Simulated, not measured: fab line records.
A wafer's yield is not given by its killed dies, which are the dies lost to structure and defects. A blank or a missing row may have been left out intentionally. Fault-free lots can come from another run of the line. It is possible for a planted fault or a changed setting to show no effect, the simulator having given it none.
fab line records | flow sky130 | part 2 of 2: steps 22 to 30 of 30
record: lots: 5 | wafers: 15 | last_day: 50
route steps=708 shown METAL5@675 PASSIVATION@681 PAD_OPEN@694
lots with no fault: from the same line, run without faults
start_h: the number of hours between the record's first day and the start of the first shown wafer of the lot | wait_h: hours elapsed since this lot's preceding step | " repeats the value in the row above | L1.1+2: a single row standing in for several wafers | - no value, or no start given | * or withheld: withheld | < > ~ a bound
route shown NAME@n: NAME is a module with steps in the file, n the number in the route of the first one | usual: mean and standard deviation over wafers with no fault | same: alike in all rows | chamber/n: place in a boat | sites: readings site by site | _std_site: standard deviation of those values | _edge_site: inner sites' mean taken away from outer sites' mean | radius_mm: for every site, how far away it sits from the centre of the wafer | mask NAME#n: copy n | behind: the tool/chamber that last shaped the wafer | hold: what put the lot on hold/how long, in hours/how the hold closed | device: whichever transistor did not switch (one of n, p or np) | end of line: tests of these same wafers at the route's end | a step given without rows: its recipe and nothing more | killed: dies lost to structure and defects at the first sort, not the wafer's yield | map: shows each die of a wafer: x if killed, . if not, _ if none is there
set.NAME: setting as actually run; set.NAME@STEP: the setting as run at that earlier step | model.NAME: the simulator's own value behind a step, which no gauge read
certain route steps with their lots: each step a table, each wafer a row
services: the hour from which a tool's chamber was out of use, counted from the record's first day as start_h (under 0 if before that day), plus the number of hours and why
== steps ==
step: SKY_PAD_OPEN_COAT_02
recipe: spin_rpm: 2000 | resist_thk_nm: 3000
usual: exhaust_pa: 45.0/0.82 | spin_speed_rpm: 1999.9/1.4
lot.wafer | tool           | chamber | start_h | wait_h | exhaust_pa | spin_speed_rpm
L083.1    | litho_track-02 | 0       | 1117.72 | 0.1    | 45.0       | 1999.7
L083.2    | "              | 0       | "       | "      | 44.6       | 1999.1
L083.6    | "              | 0       | "       | "      | 44.4       | 1999.0
L085.1    | litho_track-03 | 0       | 1131.46 | 0.1    | 45.1       | 1999.7
L085.4    | "              | 0       | "       | "      | 44.7       | 1999.3
L085.5    | "              | 0       | "       | "      | 46.2       | 1999.4
L084.1    | litho_track-03 | 0       | 1133.26 | 0.1    | 44.1       | 2001.3
L084.4    | "              | 0       | "       | "      | 44.1       | 1997.1
L084.5    | "              | 0       | "       | "      | 45.3       | 2001.0
L087.1    | litho_track-04 | 0       | 1138.69 | 0.1    | 44.4       | 1999.5
L087.3    | "              | 0       | "       | "      | 46.0       | 1996.9
L087.5    | "              | 0       | "       | "      | 44.0       | 1998.8
L097.3    | litho_track-02 | 0       | 1194.17 | 0.1    | 44.8       | 1999.4
L097.4    | "              | 0       | "       | "      | 45.1       | 1999.4
L097.5    | "              | 0       | "       | "      | 45.5       | 2000.8
step: SKY_PAD_OPEN_SOFTBAKE_03
recipe: temp_c: 110 | time_s: withheld
usual: exhaust_pa: 44.8/0.92
lot.wafer | tool           | chamber | start_h | wait_h | exhaust_pa
L083.1    | litho_track-02 | 0       | 1117.87 | 0.1    | 45.6
L083.2    | "              | 0       | "       | "      | 45.6
L083.6    | "              | 0       | "       | "      | 44.1
L085.1    | litho_track-03 | 0       | 1131.61 | 0.1    | 45.4
L085.4    | "              | 0       | "       | "      | 44.7
L085.5    | "              | 0       | "       | "      | 44.7
L084.1    | litho_track-03 | 0       | 1133.41 | 0.1    | 44.7
L084.4    | "              | 0       | "       | "      | 43.8
L084.5    | "              | 0       | "       | "      | 45.1
L087.1    | litho_track-04 | 0       | 1138.84 | 0.1    | 44.1
L087.3    | "              | 0       | "       | "      | 43.8
L087.5    | "              | 0       | "       | "      | 44.7
L097.3    | litho_track-02 | 0       | 1194.33 | 0.1    | 44.1
L097.4    | "              | 0       | "       | "      | 44.7
L097.5    | "              | 0       | "       | "      | 43.9
step: SKY_PAD_OPEN_EXPOSE_04
recipe: mask_id: PDM | target_cd_nm: 60000 | na: 0.57 | dose_mj: 260
lot.wafer  | tool             | chamber | start_h | wait_h | mask
L083.1+2+6 | iline_stepper-02 | 0       | -       | -      | PDM#0
L085.1+4+5 | iline_stepper-01 | 0       | -       | -      | PDM#0
L084.1+4+5 | iline_stepper-01 | 0       | -       | -      | PDM#0
L087.1+3+5 | iline_stepper-01 | 0       | -       | -      | PDM#0
L097.3+4+5 | iline_stepper-02 | 0       | -       | -      | PDM#0
step: SKY_PAD_OPEN_PEB_05
recipe: temp_c: 115 | time_s: withheld
usual: exhaust_pa: 44.7/0.78
lot.wafer | tool           | chamber | start_h | wait_h | exhaust_pa
L083.1    | litho_track-03 | 0       | -       | -      | 45.2
L083.2    | "              | 0       | "       | "      | 45.9
L083.6    | "              | 0       | "       | "      | 44.8
L085.1    | litho_track-04 | 0       | -       | -      | 43.9
L085.4    | "              | 0       | "       | "      | 45.2
L085.5    | "              | 0       | "       | "      | 43.7
L084.1    | litho_track-03 | 0       | -       | -      | 44.9
L084.4    | "              | 0       | "       | "      | 43.7
L084.5    | "              | 0       | "       | "      | 44.8
L087.1    | litho_track-03 | 0       | -       | -      | 45.2
L087.3    | "              | 0       | "       | "      | 44.0
L087.5    | "              | 0       | "       | "      | 44.8
L097.3    | litho_track-02 | 0       | -       | -      | 45.4
L097.4    | "              | 0       | "       | "      | 45.5
L097.5    | "              | 0       | "       | "      | 44.7
step: SKY_PAD_OPEN_DEVELOP_06
recipe: develop_time_s: 60 | dev_temp_c: 23
usual: exhaust_pa: 44.9/0.8
same: develop_time_s: 60
lot.wafer | tool           | chamber | start_h | wait_h | exhaust_pa
L083.1    | litho_track-03 | 0       | -       | -      | 44.9
L083.2    | "              | 0       | "       | "      | 45.4
L083.6    | "              | 0       | "       | "      | 44.6
L085.1    | litho_track-04 | 0       | -       | -      | 43.7
L085.4    | "              | 0       | "       | "      | 44.8
L085.5    | "              | 0       | "       | "      | 45.2
L084.1    | litho_track-03 | 0       | -       | -      | 45.1
L084.4    | "              | 0       | "       | "      | 45.5
L084.5    | "              | 0       | "       | "      | 44.0
L087.1    | litho_track-03 | 0       | -       | -      | 46.0
L087.3    | "              | 0       | "       | "      | 44.3
L087.5    | "              | 0       | "       | "      | 46.4
L097.3    | litho_track-02 | 0       | -       | -      | 44.1
L097.4    | "              | 0       | "       | "      | 43.7
L097.5    | "              | 0       | "       | "      | 44.8
step: SKY_PAD_OPEN_ETCH_07
recipe: chemistry: CF4/O2 | target_depth_nm: 725 | stop_on: AlCu | source_w: 800 | bias_w: 150 | pressure_mtorr: 150 | cf4_flow_sccm: 80 | O2_flow_sccm: 10 | time_s: 161.1
usual: bias_w: 150.0/0.45 | cf4_flow_sccm: 80.03/0.23 | drypump_motor_current_A: 5.9/0.38 | oes_product_au: 0.976/0.0076 | rf_fwd_power_W: 796.5/2.5 | throttle_valve_pct: 5.965/0.0095
lot.wafer | tool        | chamber | start_h | wait_h | bias_w | cf4_flow_sccm | drypump_motor_current_A | oes_product_au | rf_fwd_power_W | rf_hours_counter_h | throttle_valve_pct
L083.1    | rie_diel-04 | 1       | 1128.01 | -      | 150.1  | 79.76         | 5.5                     | 0.982          | 797.6          | 13                 | 5.971
L083.2    | "           | 0       | "       | "      | 150.3  | 80.21         | 6.2                     | 0.976          | 796.5          | 25                 | 5.962
L083.6    | "           | 1       | "       | "      | 150.2  | 79.81         | 5.5                     | 0.971          | 792.8          | -                  | 5.964
L085.1    | rie_diel-04 | 1       | 1140.99 | -      | 150.8  | 80.16         | 5.5                     | 0.971          | 792.4          | 14                 | 5.969
L085.4    | "           | 0       | "       | "      | 149.5  | 79.95         | 6.2                     | 0.995          | 794.9          | 25                 | 5.974
L085.5    | "           | 3       | "       | "      | 148.9  | 79.73         | 6.4                     | 0.978          | 795.2          | -                  | 5.961
L084.1    | rie_diel-03 | 3       | 1142.61 | -      | 150.2  | 80.18         | 6.5                     | 0.969          | 793.7          | 12                 | 5.958
L084.4    | "           | 2       | "       | "      | 149.7  | 80.14         | 5.5                     | 0.977          | 796.6          | 24                 | 5.976
L084.5    | "           | 3       | "       | "      | 149.6  | 79.92         | 6.5                     | 0.973          | 796.9          | -                  | 5.961
L087.1    | rie_diel-01 | 1       | 1149.01 | -      | 149.5  | 79.80         | 5.8                     | 0.982          | 801.4          | 27                 | 5.977
L087.3    | "           | 2       | "       | "      | 150.7  | 79.59         | 6.0                     | 0.974          | 799.5          | 2                  | 5.963
L087.5    | "           | 2       | "       | "      | 150.8  | 79.94         | 6.0                     | 0.985          | 797.5          | -                  | 5.964
L097.3    | rie_diel-03 | 2       | 1202.42 | -      | 150.1  | 79.34         | 5.5                     | 0.971          | 798.9          | 26                 | 5.975
L097.4    | "           | 3       | "       | "      | 149.0  | 80.17         | 6.5                     | 0.972          | 796.9          | 14                 | 5.973
L097.5    | "           | 2       | "       | "      | 150.2  | 80.38         | 5.6                     | 0.971          | 797.4          | -                  | 5.965
step: SKY_PAD_OPEN_STRIP_08
recipe: chemistry: O2/N2 | power_w: 1400 | pressure_mtorr: 1500 | platen_temp_c: withheld | overash_fraction: 0.7 | o2_flow_sccm: 3000 | n2_flow_sccm: 300
usual: drypump_motor_current_A: 5.8/0.48 | oes_product_au: 0.663/0.0043 | strip_time_to_endpoint_s: 37.04/0.08
lot.wafer | tool            | chamber | start_h | wait_h | drypump_motor_current_A | oes_product_au | rf_hours_counter_h | strip_time_to_endpoint_s
L083.1    | plasma_asher-02 | 0       | 1128.12 | 0.1    | 5.9                     | 0.670          | 108                | 37.02
L083.2    | "               | 1       | "       | "      | 5.8                     | 0.660          | 108                | 36.97
L083.6    | "               | 0       | "       | "      | 5.9                     | 0.666          | -                  | 37.04
L085.1    | plasma_asher-03 | 1       | 1141.10 | 0.1    | 5.3                     | 0.660          | 38                 | 36.99
L085.4    | "               | 0       | "       | "      | 5.2                     | 0.661          | -                  | 36.99
L085.5    | "               | 1       | "       | "      | 5.3                     | 0.667          | -                  | 37.05
L084.1    | plasma_asher-02 | 1       | 1142.72 | 0.1    | 5.7                     | 0.664          | 110                | 36.92
L084.4    | "               | 1       | "       | "      | 5.7                     | 0.662          | -                  | 36.92
L084.5    | "               | 0       | "       | "      | 6.0                     | 0.665          | -                  | 37.00
L087.1    | plasma_asher-01 | 0       | 1149.12 | 0.1    | 5.8                     | 0.670          | 8                  | 36.92
L087.3    | "               | 1       | "       | "      | 6.8                     | 0.662          | -                  | 36.98
L087.5    | "               | 1       | "       | "      | 6.8                     | 0.659          | -                  | 37.02
L097.3    | plasma_asher-03 | 1       | 1202.56 | 0.1    | 5.3                     | 0.661          | -                  | 36.92
L097.4    | "               | 0       | "       | "      | 5.2                     | 0.663          | -                  | 37.04
L097.5    | "               | 0       | "       | "      | 5.2                     | 0.660          | -                  | 37.03
step: SKY_PAD_OPEN_STRIP_09
recipe: chemistry: post_etch_residue_remover | time_s: 1200 | temp_c: 72.5
usual: bath_heat_duty_pct: 14.7/1.2 | temp_c: 72.48/0.16
lot.wafer | tool         | chamber | start_h | wait_h | bath_heat_duty_pct | temp_c
L083.1    | wet_bench-01 | 0       | 1128.22 | 0.1    | 15.1               | 72.54
L083.2    | "            | 0       | "       | "      | 15.6               | 72.56
L083.6    | "            | 0       | "       | "      | 15.4               | 72.51
L085.1    | wet_bench-01 | 3       | 1141.20 | 0.1    | 14.5               | 72.60
L085.4    | "            | 3       | "       | "      | 16.0               | 72.56
L085.5    | "            | 3       | "       | "      | 14.3               | 72.63
L084.1    | wet_bench-04 | 0       | 1142.82 | 0.1    | 16.3               | 72.10
L084.4    | "            | 0       | "       | "      | 17.3               | 72.42
L084.5    | "            | 0       | "       | "      | 16.3               | 72.41
L087.1    | wet_bench-01 | 0       | 1149.22 | 0.1    | 17.1               | 72.34
L087.3    | "            | 0       | "       | "      | 15.8               | 72.38
L087.5    | "            | 0       | "       | "      | 13.4               | 72.62
L097.3    | wet_bench-03 | 2       | 1202.62 | 0.0    | 14.6               | 72.32
L097.4    | "            | 2       | "       | "      | 13.9               | 72.36
L097.5    | "            | 2       | "       | "      | 13.7               | 72.48
step: SKY_PAD_OPEN_CLEAN_10
recipe: chemistry: IPA | time_s: 180 | temp_c: 25
usual: bath_heat_duty_pct: 6.3/0.69 | temp_c: 24.99/0.1
lot.wafer | tool         | chamber | start_h | wait_h | bath_heat_duty_pct | temp_c
L083.1    | wet_bench-04 | 3       | 1128.58 | 0.0    | 5.2                | 24.97
L083.2    | "            | 3       | "       | "      | 5.6                | 25.04
L083.6    | "            | 3       | "       | "      | 6.0                | 24.93
L085.1    | wet_bench-04 | 2       | 1141.57 | 0.0    | 7.3                | 24.73
L085.4    | "            | 2       | "       | "      | 6.6                | 24.84
L085.5    | "            | 2       | "       | "      | 6.6                | 24.92
L084.1    | wet_bench-04 | 3       | 1143.16 | 0.0    | 6.3                | 25.14
L084.4    | "            | 3       | "       | "      | 6.0                | 25.12
L084.5    | "            | 3       | "       | "      | 5.5                | 25.18
L087.1    | wet_bench-01 | 2       | 1149.56 | 0.0    | 6.2                | 25.07
L087.3    | "            | 2       | "       | "      | 6.0                | 24.92
L087.5    | "            | 2       | "       | "      | 6.2                | 25.10
L097.3    | wet_bench-04 | 3       | 1202.97 | 0.0    | 5.9                | 24.95
L097.4    | "            | 3       | "       | "      | 6.5                | 24.93
L097.5    | "            | 3       | "       | "      | 6.5                | 25.14
== services ==
tool             | chamber | start_h | hours | kind
rie_diel-02      | -       | 1063.59 | 4.3   | pm
pecvd-02         | -       | 1064.81 | 6.0   | pm
rie_diel-03      | 2       | 1065.29 | 9.8   | repair
rie_metal-02     | -       | 1065.79 | 1.4   | pm
rie_diel-01      | 2       | 1073.33 | -     | clean
rie_diel-01      | 2       | 1073.33 | 23.1  | scheduled_down
rie_diel-03      | -       | 1074.38 | 4.3   | pm
pecvd-02         | -       | 1077.20 | 2.8   | pm
rie_diel-02      | -       | 1091.86 | 0.4   | repair
rie_diel-02      | -       | 1094.31 | 2.8   | pm
rie_diel-01      | 1       | 1098.98 | 2.5   | repair
pecvd-01         | 0       | 1103.12 | 2.7   | repair
wet_bench-03     | -       | 1110.49 | 84.9  | repair
plasma_asher-04  | -       | 1126.64 | 1.6   | repair
iline_stepper-02 | -       | 1130.94 | 1.7   | pm
rie_diel-01      | -       | 1132.53 | 2.8   | pm
rie_metal-02     | 0       | 1152.56 | -     | clean
rie_metal-02     | 0       | 1152.56 | -     | consumable_replace:focus_ring
rie_metal-02     | 0       | 1152.56 | 28.1  | scheduled_down
rie_metal-02     | 0       | 1152.56 | 28.1  | vent_cycle
rie_diel-01      | -       | 1157.49 | 0.1   | repair
pecvd-01         | -       | 1159.96 | 8.3   | repair
rie_diel-03      | 2       | 1182.41 | 2.5   | repair
iline_stepper-01 | -       | 1187.59 | 9.8   | repair
